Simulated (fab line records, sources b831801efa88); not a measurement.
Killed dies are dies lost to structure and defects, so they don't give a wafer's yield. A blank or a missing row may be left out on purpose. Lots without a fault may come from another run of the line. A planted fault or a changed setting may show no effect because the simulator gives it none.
fab line records | flow sky130
record lots=24 wafers=72 last_day=50
route steps=708 shown CONTACT@422 METAL1@434 VIA1@459 VIA4@657
lots that met no fault: from a run of the same line without faults
start_h: hours from the record's first day to the start of the lot's first wafer shown | wait_h: hours since the lot's step before | " the same as in the row above | L1.1+2: a row that stands for several wafers | - no value, or no start given | * or withheld: withheld | < > ~ a bound
route shown NAME@n: a module of which the file shows steps, and the number in the route of the first | usual: mean/standard deviation of fault-free wafers | same: alike in all rows | chamber/n: place in a boat | sites: the reading at each site | _std_site: their standard deviation | _edge_site: outer sites' mean less inner sites' | radius_mm: how far each site lies from the wafer's centre | mask NAME#n: copy n | behind: the tool/chamber that last shaped the wafer | hold: why the lot was held/for how many hours/how that ended | device: the transistor (n, p or np) that didn't switch | end of line: the same wafers' tests at the end of the route | a step without rows: its recipe alone | killed: dies lost to structure and defects at the first sort, not the wafer's yield | map: a wafer's dies, x killed, . not, _ none there
set.NAME: the setting as run; set.NAME@STEP: as run at that earlier step | model.NAME: the simulator's own value behind a step, which no gauge read
steps of the route over a sample of lots; a table a step, a row a wafer
services: from which hour (start_h, from the record's first day; less than 0 if before it) a tool's chamber was out of use, for how many hours, and why
## steps
# step SKY_CONTACT_ETCH_16
# recipe chemistry=N2/H2 target=BARC ion_energy_ev=200 source_w=500 bias_w=100 pressure_mtorr=30 n2_flow_sccm=100 h2_flow_sccm=200 stop_on=SiO2 time_s=45.9 target_depth_a=600
# usual drypump_motor_current_A=5.7/0.45 oes_product_au=0.855/0.0047 throttle_valve_pct=13.225/0.0091
# columns lot.wafer tool chamber start_h wait_h drypump_motor_current_A oes_product_au rf_hours_counter_h throttle_valve_pct
L074.1 rie_diel-03 0 728.57 0.0 6.2 0.851 19 13.215
L074.2 " 3 " " 5.4 0.857 15 13.227
L074.5 " 2 " " 5.9 0.858 - 13.219
L075.1 rie_diel-03 3 746.81 0.0 5.4 0.852 15 13.213
L075.3 " 0 " " 6.2 0.859 19 13.234
L075.6 " 3 " " 5.4 0.847 - 13.232
L076.1 rie_diel-01 3 751.51 0.0 4.7 0.855 13 13.220
L076.3 " 1 " " 6.0 0.855 3 13.233
L076.4 " 2 " " 6.2 0.860 8 13.231
L077.2 rie_diel-03 3 755.76 0.0 5.4 0.854 16 13.229
L077.5 " 3 " " 5.4 0.852 - 13.241
L077.6 " 2 " " 5.9 0.855 - 13.209
L078.2 rie_diel-02 2 764.91 0.0 5.5 0.862 11 13.245
L078.3 " 0 " " 6.0 0.854 14 13.224
L078.4 " 3 " " 6.1 0.854 3 13.220
L079.1 rie_diel-02 0 776.67 0.0 6.0 0.861 15 13.235
L079.2 " 3 " " 6.1 0.853 4 13.225
L079.4 " 2 " " 5.6 0.854 12 13.245
L080.3 rie_diel-01 3 781.27 0.0 4.7 0.853 14 13.228
L080.4 " 0 " " 5.5 0.859 6 13.218
L080.5 " 2 " " 6.2 0.853 - 13.210
L081.2 rie_diel-01 2 796.71 0.0 6.3 0.848 10 13.224
L081.3 " 3 " " 4.7 0.854 14 13.227
L081.6 " 2 " " 6.3 0.856 - 13.234
L082.2 rie_diel-01 3 802.37 0.0 4.7 0.859 15 13.218
L082.5 " 0 " " 5.5 0.856 - 13.213
L082.6 " 2 " " 6.3 0.857 - 13.211
L083.3 rie_diel-01 0 814.01 0.0 5.5 0.843 7 13.230
L083.4 " 3 " " 4.7 0.851 15 13.222
L083.6 " 2 " " 6.2 0.853 - 13.225
L084.1 rie_diel-03 0 814.17 0.0 6.2 0.864 21 13.208
L084.3 " 1 " " 6.0 0.862 25 13.215
L084.5 " 1 " " 6.0 0.852 - 13.236
L086.1 rie_diel-01 0 825.92 0.0 5.5 0.858 8 13.231
L086.2 " 2 " " 6.2 0.864 11 13.224
L086.6 " 3 " " 4.7 0.854 - 13.211
L085.1 rie_diel-03 3 827.71 0.0 5.4 0.857 17 13.238
L085.3 " 1 " " 6.0 0.866 25 13.233
L085.6 " 3 " " 5.4 0.858 - 13.213
L087.1 rie_diel-02 3 838.92 0.0 6.0 0.851 5 13.225
L087.2 " 2 " " 5.6 0.855 14 13.231
L087.4 " 1 " " 5.7 0.857 18 13.230
L088.4 rie_diel-02 0 845.31 0.0 6.0 0.865 17 13.226
L088.5 " 0 " " 6.0 0.853 - 13.227
L088.6 " 1 " " 5.7 0.848 - 13.226
L089.1 rie_diel-03 0 858.81 0.0 6.2 0.854 22 13.217
L089.3 " 1 " " 6.0 0.850 26 13.242
L089.6 " 1 " " 6.0 0.862 - 13.232
L090.3 rie_diel-01 2 859.91 0.0 6.2 0.855 12 13.223
L090.4 " 0 " " 5.5 0.853 9 13.225
L090.5 " 1 " " 6.0 0.865 - 13.218
L091.3 rie_diel-01 1 876.01 0.0 6.0 0.862 7 13.227
L091.4 " 3 " " 4.7 0.858 17 13.230
L091.5 " 0 " " 5.5 0.859 - 13.237
L092.1 rie_diel-03 0 876.91 0.0 6.2 0.854 23 13.232
L092.4 " 3 " " 5.4 0.856 - 13.224
L092.6 " 0 " " 6.2 0.855 - 13.226
L093.1 rie_diel-01 1 879.02 0.0 6.0 0.853 7 13.224
L093.3 " 3 " " 4.7 0.854 17 13.216
L093.6 " 0 " " 5.5 0.856 - 13.236
L094.2 rie_diel-02 1 908.41 0.0 5.7 0.850 21 13.210
L094.3 " 2 " " 5.6 0.860 16 13.219
L094.5 " 2 " " 5.6 0.852 - 13.230
L097.2 rie_diel-02 1 919.46 0.0 5.7 0.855 21 13.227
L097.3 " 3 " " 6.0 0.850 8 13.228
L097.5 " 2 " " 5.6 0.851 - 13.232
L096.1 rie_diel-03 2 921.97 0.0 5.9 0.851 2 13.223
L096.2 " 1 " " 6.0 0.850 1 13.212
L096.6 " 3 " " 5.4 0.853 - 13.220
L095.2 rie_diel-02 2 925.41 0.0 5.6 0.861 17 13.217
L095.4 " 3 " " 6.0 0.862 8 13.220
L095.6 " 1 " " 5.7 0.854 - 13.236
# step SKY_CONTACT_ETCH_18
# recipe target=Si3N4 chemistry=CHF3/O2 stop_on=TiN source_w=600 bias_w=200 pressure_mtorr=40 chf3_flow_sccm=50 O2_flow_sccm=5 time_s=39 target_depth_a=750
# usual drypump_motor_current_A=5.7/0.45 oes_product_au=0.857/0.008 throttle_valve_pct=8.794/0.0097
# columns lot.wafer tool chamber start_h wait_h drypump_motor_current_A oes_product_au rf_hours_counter_h throttle_valve_pct
L074.1 rie_diel-03 0 - - 6.2 0.864 19 8.788
L074.2 " 3 " " 5.4 0.862 15 8.802
L074.5 " 2 " " 5.9 0.865 - 8.817
L075.1 rie_diel-03 3 - - 5.4 0.852 16 8.791
L075.3 " 0 " " 6.2 0.861 19 8.795
L075.6 " 3 " " 5.4 0.873 - 8.797
L076.1 rie_diel-01 3 - - 4.7 0.842 13 8.787
L076.3 " 1 " " 6.0 0.865 3 8.778
L076.4 " 2 " " 6.2 0.868 8 8.802
L077.2 rie_diel-03 3 - - 5.4 0.853 16 8.797
L077.5 " 3 " " 5.4 0.852 - 8.796
L077.6 " 2 " " 5.9 0.856 - 8.786
L078.2 rie_diel-02 2 - - 5.5 0.865 12 8.788
L078.3 " 0 " " 6.0 0.869 14 8.804
L078.4 " 3 " " 6.0 0.859 3 8.794
L079.1 rie_diel-02 0 - - 6.0 0.859 15 8.790
L079.2 " 3 " " 6.0 0.857 4 8.787
L079.4 " 2 " " 5.6 0.848 12 8.788
L080.3 rie_diel-01 3 - - 4.7 0.844 14 8.783
L080.4 " 0 " " 5.5 0.855 6 8.803
L080.5 " 2 " " 6.2 0.866 - 8.779
L081.2 rie_diel-01 2 - - 6.2 0.848 10 8.788
L081.3 " 3 " " 4.7 0.855 15 8.793
L081.6 " 2 " " 6.2 0.853 - 8.785
L082.2 rie_diel-01 3 - - 4.7 0.853 15 8.804
L082.5 " 0 " " 5.5 0.862 - 8.801
L082.6 " 2 " " 6.3 0.854 - 8.787
L083.3 rie_diel-01 0 - - 5.5 0.859 7 8.789
L083.4 " 3 " " 4.7 0.866 15 8.787
L083.6 " 2 " " 6.2 0.857 - 8.788
L084.1 rie_diel-03 0 - - 6.2 0.863 21 8.799
L084.3 " 1 " " 6.0 0.858 25 8.800
L084.5 " 1 " " 6.0 0.864 - 8.799
L086.1 rie_diel-01 0 - - 5.5 0.859 8 8.786
L086.2 " 2 " " 6.2 0.839 11 8.787
L086.6 " 3 " " 4.7 0.856 - 8.806
L085.1 rie_diel-03 3 - - 5.4 0.847 17 8.787
L085.3 " 1 " " 6.0 0.839 25 8.806
L085.6 " 3 " " 5.4 0.854 - 8.795
L087.1 rie_diel-02 3 - - 6.0 0.876 6 8.792
L087.2 " 2 " " 5.6 0.866 14 8.790
L087.4 " 1 " " 5.7 0.867 18 8.793
L088.4 rie_diel-02 0 - - 6.0 0.852 17 8.791
L088.5 " 0 " " 6.0 0.855 - 8.797
L088.6 " 1 " " 5.7 0.859 - 8.779
L089.1 rie_diel-03 0 - - 6.1 0.845 22 8.784
L089.3 " 1 " " 6.0 0.861 26 8.796
L089.6 " 1 " " 6.0 0.862 - 8.803
L090.3 rie_diel-01 2 - - 6.2 0.855 12 8.808
L090.4 " 0 " " 5.5 0.869 9 8.802
L090.5 " 1 " " 6.0 0.857 - 8.789
L091.3 rie_diel-01 1 - - 6.0 0.865 7 8.801
L091.4 " 3 " " 4.7 0.870 17 8.797
L091.5 " 0 " " 5.5 0.863 - 8.784
L092.1 rie_diel-03 0 - - 6.2 0.864 23 8.802
L092.4 " 3 " " 5.4 0.853 - 8.778
L092.6 " 0 " " 6.2 0.871 - 8.800
L093.1 rie_diel-01 1 - - 6.0 0.852 7 8.798
L093.3 " 3 " " 4.7 0.850 18 8.798
L093.6 " 0 " " 5.5 0.865 - 8.799
L094.2 rie_diel-02 1 - - 5.7 0.863 21 8.801
L094.3 " 2 " " 5.6 0.849 16 8.795
L094.5 " 2 " " 5.6 0.869 - 8.793
L097.2 rie_diel-02 1 - - 5.7 0.852 21 8.797
L097.3 " 3 " " 6.0 0.861 8 8.800
L097.5 " 2 " " 5.5 0.859 - 8.813
L096.1 rie_diel-03 2 - - 5.9 0.866 2 8.810
L096.2 " 1 " " 6.0 0.861 1 8.804
L096.6 " 3 " " 5.4 0.873 - 8.791
L095.2 rie_diel-02 2 - - 5.6 0.854 17 8.792
L095.4 " 3 " " 6.0 0.845 8 8.794
L095.6 " 1 " " 5.7 0.855 - 8.794
# step SKY_METAL1_SPUTTER_00
# recipe material=Ti target_thk_nm=15 power_w=3000 time_s=10 chamber_pressure_pa=0.4
# usual throttle_valve_pct=29.4/0.94
# columns lot.wafer tool chamber start_h wait_h throttle_valve_pct
L074.1 pvd_sputter-01 - 729.98 0.1 27.3
L074.2 " - " " 29.7
L074.5 " - " " 30.3
L075.1 pvd_sputter-03 - 748.19 0.1 31.1
L075.3 " - " " 29.5
L075.6 " - " " 28.9
L076.1 pvd_sputter-01 - 752.89 0.1 29.1
L076.3 " - " " 29.6
L076.4 " - " " 30.1
L077.2 pvd_sputter-03 - 757.14 0.1 30.9
L077.5 " - " " 29.2
L077.6 " - " " 29.3
L078.2 pvd_sputter-04 - 766.37 0.2 28.6
L078.3 " - " " 29.7
L078.4 " - " " 28.9
L079.1 pvd_sputter-04 - 778.13 0.2 29.6
L079.2 " - " " 29.2
L079.4 " - " " 28.7
L080.3 pvd_sputter-01 - 782.78 0.2 30.2
L080.4 " - " " 27.6
L080.5 " - " " 29.1
L081.2 pvd_sputter-03 - 798.12 0.1 29.1
L081.3 " - " " 28.8
L081.6 " - " " 28.9
L082.2 pvd_sputter-01 - 803.78 0.1 29.8
L082.5 " - " " 29.1
L082.6 " - " " 29.6
L083.3 pvd_sputter-01 - 815.43 0.1 29.5
L083.4 " - " " 29.7
L083.6 " - " " 27.7
L084.1 pvd_sputter-04 - 815.55 0.2 31.4
L084.3 " - " " 28.6
L084.5 " - " " 28.6
L086.1 pvd_sputter-01 - 827.30 0.2 29.8
L086.2 " - " " 29.4
L086.6 " - " " 29.6
L085.1 pvd_sputter-03 - 829.09 0.1 30.9
L085.3 " - " " 28.7
L085.6 " - " " 29.1
L087.1 pvd_sputter-04 - 840.30 0.1 31.3
L087.2 " - " " 28.8
L087.4 " - " " 29.5
L088.4 pvd_sputter-03 - 846.73 0.2 28.6
L088.5 " - " " 29.3
L088.6 " - " " 30.9
L089.1 pvd_sputter-01 - 860.20 0.1 29.2
L089.3 " - " " 27.5
L089.6 " - " " 29.3
L090.3 pvd_sputter-03 - 861.33 0.1 29.2
L090.4 " - " " 29.2
L090.5 " - " " 28.6
L091.3 pvd_sputter-04 - 877.38 0.1 31.2
L091.4 " - " " 29.2
L091.5 " - " " 28.5
L092.1 pvd_sputter-04 - 878.29 0.2 29.2
L092.4 " - " " 31.3
L092.6 " - " " 31.5
L093.1 pvd_sputter-01 - 880.39 0.2 27.5
L093.3 " - " " 29.0
L093.6 " - " " 27.6
L094.2 pvd_sputter-04 - 909.78 0.1 31.1
L094.3 " - " " 29.5
L094.5 " - " " 31.5
L097.2 pvd_sputter-01 - 920.87 0.1 27.6
L097.3 " - " " 30.0
L097.5 " - " " 29.1
L096.1 pvd_sputter-03 - 923.38 0.1 29.2
L096.2 " - " " 29.0
L096.6 " - " " 28.9
L095.2 pvd_sputter-04 - 926.82 0.2 29.5
L095.4 " - " " 31.2
L095.6 " - " " 31.5
# step SKY_METAL1_STRIP_20
# recipe chemistry=O2/N2 power_w=1400 pressure_mtorr=1500 platen_temp_c=withheld o2_flow_sccm=3000 n2_flow_sccm=300 overash_fraction=0.5
# usual drypump_motor_current_A=5.71/0.26 oes_product_au=0.342/0.0062 strip_time_to_endpoint_s=2.66/0.099
# columns lot.wafer tool chamber start_h wait_h drypump_motor_current_A oes_product_au rf_hours_counter_h strip_time_to_endpoint_s
L074.1 plasma_asher-04 1 757.65 0.1 5.93 0.353 1 2.84
L074.2 " 0 " " 5.53 0.352 1 2.87
L074.5 " 1 " " 5.92 0.357 - 2.85
L075.1 plasma_asher-04 1 775.89 0.1 5.95 0.333 3 2.57
L075.3 " 0 " " 5.55 0.354 - 2.66
L075.6 " 1 " " 5.94 0.339 - 2.58
L076.1 plasma_asher-01 1 779.75 0.1 5.31 0.338 67 2.58
L076.3 " 1 " " 5.32 0.341 - 2.62
L076.4 " 0 " " 5.78 0.339 - 2.60
L077.2 plasma_asher-01 0 784.75 0.1 5.76 0.334 67 2.59
L077.5 " 1 " " 5.30 0.339 - 2.62
L077.6 " 0 " " 5.76 0.336 - 2.62
L078.2 plasma_asher-03 0 792.90 0.1 6.06 0.338 38 2.73
L078.3 " 1 " " 5.68 0.349 - 2.90
L078.4 " 0 " " 6.04 0.342 - 2.73
L079.1 plasma_asher-04 1 805.37 0.1 5.94 0.340 6 2.59
L079.2 " 0 " " 5.50 0.332 6 2.54
L079.4 " 0 " " 5.49 0.339 - 2.55
L080.3 plasma_asher-01 1 809.95 0.1 5.29 0.333 - 2.66
L080.4 " 0 " " 5.77 0.348 - 2.81
L080.5 " 1 " " 5.28 0.348 - 2.82
L081.2 plasma_asher-01 1 825.54 0.1 5.28 0.334 72 2.60
L081.3 " 1 " " 5.32 0.349 - 2.61
L081.6 " 0 " " 5.75 0.337 - 2.57
L082.2 plasma_asher-01 0 830.72 0.1 5.77 0.341 72 2.55
L082.5 " 1 " " 5.27 0.340 - 2.53
L082.6 " 0 " " 5.78 0.328 - 2.56
L083.3 plasma_asher-01 1 842.44 0.1 5.25 0.327 - 2.50
L083.4 " 0 " " 5.74 0.336 - 2.58
L083.6 " 1 " " 5.28 0.338 - 2.51
L084.1 plasma_asher-03 1 842.77 0.1 5.70 0.353 43 2.81
L084.3 " 0 " " 6.07 0.345 - 2.68
L084.5 " 0 " " 6.07 0.347 - 2.85
L086.1 plasma_asher-01 0 853.99 0.1 5.78 0.337 75 2.61
L086.2 " 1 " " 5.28 0.340 75 2.61
L086.6 " 1 " " 5.27 0.345 - 2.55
L085.1 plasma_asher-03 1 855.32 0.1 5.73 0.347 44 2.76
L085.3 " 0 " " 6.09 0.344 - 2.65
L085.6 " 0 " " 6.10 0.346 - 2.63
L087.1 plasma_asher-04 0 866.20 0.1 5.50 0.330 12 2.56
L087.2 " 1 " " 5.99 0.344 12 2.58
L087.4 " 0 " " 5.51 0.330 - 2.58
L088.4 plasma_asher-03 0 872.23 0.1 6.07 0.348 - 2.64
L088.5 " 1 " " 5.69 0.349 - 2.58
L088.6 " 0 " " 6.06 0.342 - 2.64
L089.1 plasma_asher-01 1 886.70 0.1 5.28 0.344 78 2.63
L089.3 " 1 " " 5.30 0.347 - 2.76
L089.6 " 1 " " 5.31 0.334 - 2.61
L090.3 plasma_asher-01 0 888.69 0.1 5.75 0.336 - 2.62
L090.4 " 1 " " 5.30 0.330 - 2.60
L090.5 " 1 " " 5.29 0.339 - 2.57
L091.3 plasma_asher-04 1 903.08 0.1 5.94 0.337 - 2.80
L091.4 " 0 " " 5.52 0.345 - 2.69
L091.5 " 1 " " 5.96 0.345 - 2.79
L092.1 plasma_asher-03 1 904.20 0.1 5.71 0.333 47 2.61
L092.4 " 0 " " 6.05 0.352 - 2.71
L092.6 " 1 " " 5.68 0.340 - 2.60
L093.1 plasma_asher-04 0 906.29 0.1 5.54 0.345 17 2.72
L093.3 " 1 " " 5.92 0.340 - 2.74
L093.6 " 0 " " 5.53 0.348 - 2.75
L094.2 plasma_asher-03 1 935.67 0.1 5.73 0.350 50 2.69
L094.3 " 1 " " 5.70 0.340 - 2.68
L094.5 " 0 " " 6.06 0.343 - 2.71
L097.2 plasma_asher-04 0 946.93 0.2 5.51 0.341 21 2.66
L097.3 " 0 " " 5.52 0.336 - 2.64
L097.5 " 1 " " 5.96 0.341 - 2.63
L096.1 plasma_asher-03 0 948.90 0.1 6.06 0.335 52 2.59
L096.2 " 1 " " 5.70 0.337 52 2.60
L096.6 " 0 " " 6.08 0.341 - 2.56
L095.2 plasma_asher-03 1 952.10 0.1 5.67 0.340 52 2.57
L095.4 " 0 " " 6.06 0.342 - 2.56
L095.6 " 1 " " 5.69 0.345 - 2.67
# step SKY_VIA1_THK_MEAS_01
# recipe reads=SiO2_of_VIA1_HDPCVD_00
# usual VIA1_HDPCVD_THK=1030/19
# columns lot.wafer tool chamber start_h wait_h VIA1_HDPCVD_THK[nm]
L074.1 film_metro-02 - 758.39 0.1 1020
L074.2 " - " " 1045
L074.5 " - " " 1052
L075.1 film_metro-02 - 776.61 0.1 1046
L075.3 " - " " 1019
L075.6 " - " " 1041
L076.1 film_metro-02 - 780.50 0.1 1025
L076.3 " - " " 1046
L076.4 " - " " 1027
L077.2 film_metro-04 - 785.53 0.1 1015
L077.5 " - " " 1026
L077.6 " - " " 1050
L078.2 film_metro-01 - 794.04 0.1 1002
L078.3 " - " " 1040
L078.4 " - " " 1041
L079.1 film_metro-01 - 806.08 0.1 1043
L079.2 " - " " 1068
L079.4 " - " " 1069
L080.3 film_metro-02 - 810.66 0.1 1000
L080.4 " - " " 1035
L080.5 " - " " 1005
L081.2 film_metro-04 - 826.26 0.1 1005
L081.3 " - " " 1025
L081.6 " - " " 1004
L082.2 film_metro-01 - 831.45 0.1 1015
L082.5 " - " " 1014
L082.6 " - " " 1027
L083.3 film_metro-02 - 843.16 0.1 1014
L083.4 " - " " 1002
L083.6 " - " " 1006
L084.1 film_metro-04 - 843.48 0.1 1068
L084.3 " - " " 1043
L084.5 " - " " 1052
L086.1 film_metro-04 - 854.73 0.1 1040
L086.2 " - " " 1060
L086.6 " - " " 1020
L085.1 film_metro-04 - 856.06 0.1 1021
L085.3 " - " " 1040
L085.6 " - " " 1004
L087.1 film_metro-04 - 866.93 0.1 1027
L087.2 " - " " 1033
L087.4 " - " " 1001
L088.4 film_metro-01 - 873.02 0.0 1061
L088.5 " - " " 1008
L088.6 " - " " 1018
L089.1 film_metro-04 - 887.40 0.1 1020
L089.3 " - " " 1002
L089.6 " - " " 1003
L090.3 film_metro-02 - 889.41 0.1 1002
L090.4 " - " " 990
L090.5 " - " " 1018
L091.3 film_metro-04 - 903.81 0.1 1020
L091.4 " - " " 1017
L091.5 " - " " 1040
L092.1 film_metro-02 - 904.95 0.1 1022
L092.4 " - " " 1052
L092.6 " - " " 1016
L093.1 film_metro-02 - 907.04 0.1 1045
L093.3 " - " " 1026
L093.6 " - " " 1028
L094.2 film_metro-02 - 936.41 0.1 1023
L094.3 " - " " 1062
L094.5 " - " " 1048
L097.2 film_metro-01 - 947.65 0.1 1021
L097.3 " - " " 1049
L097.5 " - " " 1037
L096.1 film_metro-02 - 949.61 0.1 1033
L096.2 " - " " 1057
L096.6 " - " " 1045
L095.2 film_metro-01 - 952.82 0.1 1069
L095.4 " - " " 1008
L095.6 " - " " 1061
# step SKY_VIA4_CVD_18
# recipe material=W target_thk_nm=505 time_s=152.14 temp_c=400 pressure_torr=40
# usual heater_power_w=857/73
# columns lot.wafer tool chamber start_h wait_h heater_power_w
L074.1 cvd_w-01 0 1000.99 0.0 847
L074.2 " 1 " " 871
L074.5 " 0 " " 839
L075.1 cvd_w-02 1 1014.07 0.0 773
L075.3 " 1 " " 745
L075.6 " 0 " " 981
L076.1 cvd_w-02 0 1018.62 0.0 955
L076.3 " 0 " " 927
L076.4 " 1 " " 765
L077.2 cvd_w-02 0 1022.97 0.0 948
L077.5 " 0 " " 943
L077.6 " 1 " " 767
L078.2 cvd_w-01 0 1029.19 0.0 835
L078.3 " 0 " " 829
L078.4 " 1 " " 872
L079.1 cvd_w-01 0 1039.47 0.0 851
L079.2 " 1 " " 893
L079.4 " 0 " " 843
L080.3 cvd_w-02 0 1042.60 0.1 970
L080.4 " 1 " " 769
L080.5 " 0 " " 942
L081.2 cvd_w-02 0 1056.72 0.0 961
L081.3 " 0 " " 955
L081.6 " 1 " " 757
L082.2 cvd_w-01 1 1062.39 0.0 885
L082.5 " 1 " " 891
L082.6 " 0 " " 850
L083.3 cvd_w-01 0 1071.84 0.1 845
L083.4 " 1 " " 923
L083.6 " 0 " " 840
L084.1 cvd_w-01 0 1072.84 0.0 842
L084.3 " 0 " " 821
L084.5 " 1 " " 870
L086.1 cvd_w-02 0 1081.53 0.0 942
L086.2 " 1 " " 767
L086.6 " 1 " " 779
L085.1 cvd_w-01 0 1081.83 0.0 837
L085.3 " 0 " " 847
L085.6 " 0 " " 827
L087.1 cvd_w-02 0 1091.48 0.0 964
L087.2 " 1 " " 757
L087.4 " 0 " " 950
L088.4 cvd_w-02 1 1096.39 0.2 760
L088.5 " 1 " " 755
L088.6 " 1 " " 769
L089.1 cvd_w-02 1 1108.43 0.0 762
L089.3 " 0 " " 941
L089.6 " 1 " " 778
L090.3 cvd_w-01 1 1108.78 0.1 883
L090.4 " 0 " " 837
L090.5 " 1 " " 901
L091.3 cvd_w-02 0 1119.06 0.1 962
L091.4 " 1 " " 769
L091.5 " 0 " " 954
L092.1 cvd_w-02 1 1121.14 0.0 735
L092.4 " 0 " " 956
L092.6 " 0 " " 936
L093.1 cvd_w-01 1 1123.12 0.0 889
L093.3 " 1 " " 899
L093.6 " 1 " " 897
L094.2 cvd_w-02 0 1143.31 0.0 961
L094.3 " 1 " " 772
L094.5 " 0 " " 957
L097.2 cvd_w-01 1 1153.36 0.0 897
L097.3 " 0 " " 847
L097.5 " 0 " " 846
L096.1 cvd_w-02 0 1156.21 0.0 982
L096.2 " 1 " " 759
L096.6 " 1 " " 757
L095.2 cvd_w-01 1 1159.42 0.0 865
L095.4 " 1 " " 895
L095.6 " 0 " " 836
## services
# columns tool chamber start_h hours kind
rie_diel-02 2 715.96 9.1 repair
rie_diel-01 - 718.05 2.5 repair
rie_diel-02 0 748.57 2.0 repair
rie_diel-03 - 758.68 14.6 pm
rie_diel-01 1 767.13 2.8 repair
rie_diel-03 0 774.26 1.4 repair
rie_diel-01 1 797.37 5.7 repair
rie_diel-03 - 818.86 1.9 repair
rie_diel-03 2 843.82 6.0 repair
cvd_w-02 1 913.72 6.5 repair
rie_diel-03 2 952.07 2.4 repair
rie_diel-01 3 1003.96 5.2 repair
rie_diel-03 - 1011.34 2.8 pm
rie_diel-02 2 1019.04 7.8 repair
rie_diel-01 - 1023.78 0.5 repair
rie_diel-01 - 1027.65 2.8 pm
rie_diel-03 3 1042.91 7.6 repair
cvd_w-02 0 1049.30 3.3 repair
rie_diel-03 2 1073.28 1.7 repair
rie_diel-03 3 1074.82 2.4 repair
cvd_w-02 0 1094.37 3.1 repair
rie_diel-03 3 1115.40 23.0 repair
rie_diel-03 2 1121.10 2.8 repair
rie_diel-02 - 1138.18 2.8 pm
## key
fault none
